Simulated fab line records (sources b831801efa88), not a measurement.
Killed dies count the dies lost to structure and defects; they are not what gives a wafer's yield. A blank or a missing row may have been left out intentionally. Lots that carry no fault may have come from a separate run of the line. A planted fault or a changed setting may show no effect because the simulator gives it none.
Struck lot and sound lot, side by side | flow gf180mcu | 14 out of 602 route steps
Sound: wafers L800.1, L800.2, L800.4. The struck wafers were L795.2, L795.4, L795.5. The cause is named last.
Per side, at each step with rows, come the tool, then ch with its chambers, and then its first start. Under that, the readings that differ: sound wafers | struck wafers | difference of the means | sigmas: that difference in standard deviations of wafers without a fault.
alike: readings whose means differ by less than 2 such deviations, and words and numbers that are the same on both sides. not compared: withheld readings, readings that some wafer has no value for, bounds like >300 that may hide the same value, and numbers for which the record gives no deviation and whose values overlap.
The two part at a step that has a row with sigmas, a row that says differs or no value, or rows on one side only. When numbers do not overlap yet have no deviation, they are printed without sigmas and do not part them. A reading missing from all wafers of one side parts the sides only when that side holds two or more wafers.

GF_M1_SPUTTER_01: material TiN, target thk 30 nm, time 25 s.
  sound: pvd-sputter-04 at day 20 08:36; struck: pvd-sputter-04 at day 18 19:37
  alike: throttle-valve-pct
GF_M1_SPUTTER_02: material AlCu, target thk 450 nm, time 23.9 s.
  sound: pvd-sputter-04 at day 20 08:38; struck: pvd-sputter-04 at day 18 19:38
  alike: throttle-valve-pct
GF_M1_SPUTTER_03: material Ti, target thk 10 nm, time 6.7 s.
  sound: pvd-sputter-04 at day 20 08:40; struck: pvd-sputter-04 at day 18 19:40
  alike: throttle-valve-pct
GF_M1_SPUTTER_04: material TiN, target thk 50 nm, time 42.75 s.
  sound: pvd-sputter-04 at day 20 08:41; struck: pvd-sputter-04 at day 18 19:41
  alike: throttle-valve-pct
GF_M1_RS_MEAS_05: measurement is done with a four-point probe.
  sound: film-metro-01 at day 20 08:43; struck: film-metro-03 at day 18 19:45
  alike: M1_ALCU_RS
GF_M1_THK_MEAS_06: measures by xrf.
  sound: film-metro-01 at day 20 08:50; struck: film-metro-03 at day 18 19:52
  alike: M1_ALCU_THK
then, 6 steps without rows for these wafers: GF_M1_DEHYDRATE_07 (time 60 s); GF_M1_HMDS_08 (prime time 60 s); GF_M1_COAT_09 (resist thk 1000 nm); GF_M1_SOFTBAKE_10 (time 60 s); GF_M1_EXPOSE_11 (exposes mask Metal1, target cd 230 nm); GF_M1_PEB_12 (peb time 90 s).
GF_M1_DEVELOP_13: develop time 60 s.
  struck on litho-track-02, day 19 19:29; sound on litho-track-02 ch 0, day 21 08:15
  no value came back on the struck wafers for chill-plate-temp-C (C), develop-time-s (s); on the sound wafers chill-plate-temp-C (C) reads 23.01 22.84 23.03
  reading                             | sound             | struck          | difference | sigmas
  model.KrF_of_M1_COAT_09.thk-nm (nm) | 984.5 989.2 986.4 | 1005 998.9 1002 | +15        |
GF_M1_CD_MEAS_14: target cd 230 nm.
  sound: cd-sem-01 at day 21 08:24; struck: cd-sem-01 at day 19 19:37
  reading    | sound             | struck | difference                    | sigmas
  cd-nm (nm) | 229.5 228.8 229.8 | - - -  | no value on the struck wafers |

== WHERE THEY PART ==
At GF_M1_DEVELOP_13 first; at GF_M1_CD_MEAS_14 last (within this record only).

WHY: what had been put in by the simulator
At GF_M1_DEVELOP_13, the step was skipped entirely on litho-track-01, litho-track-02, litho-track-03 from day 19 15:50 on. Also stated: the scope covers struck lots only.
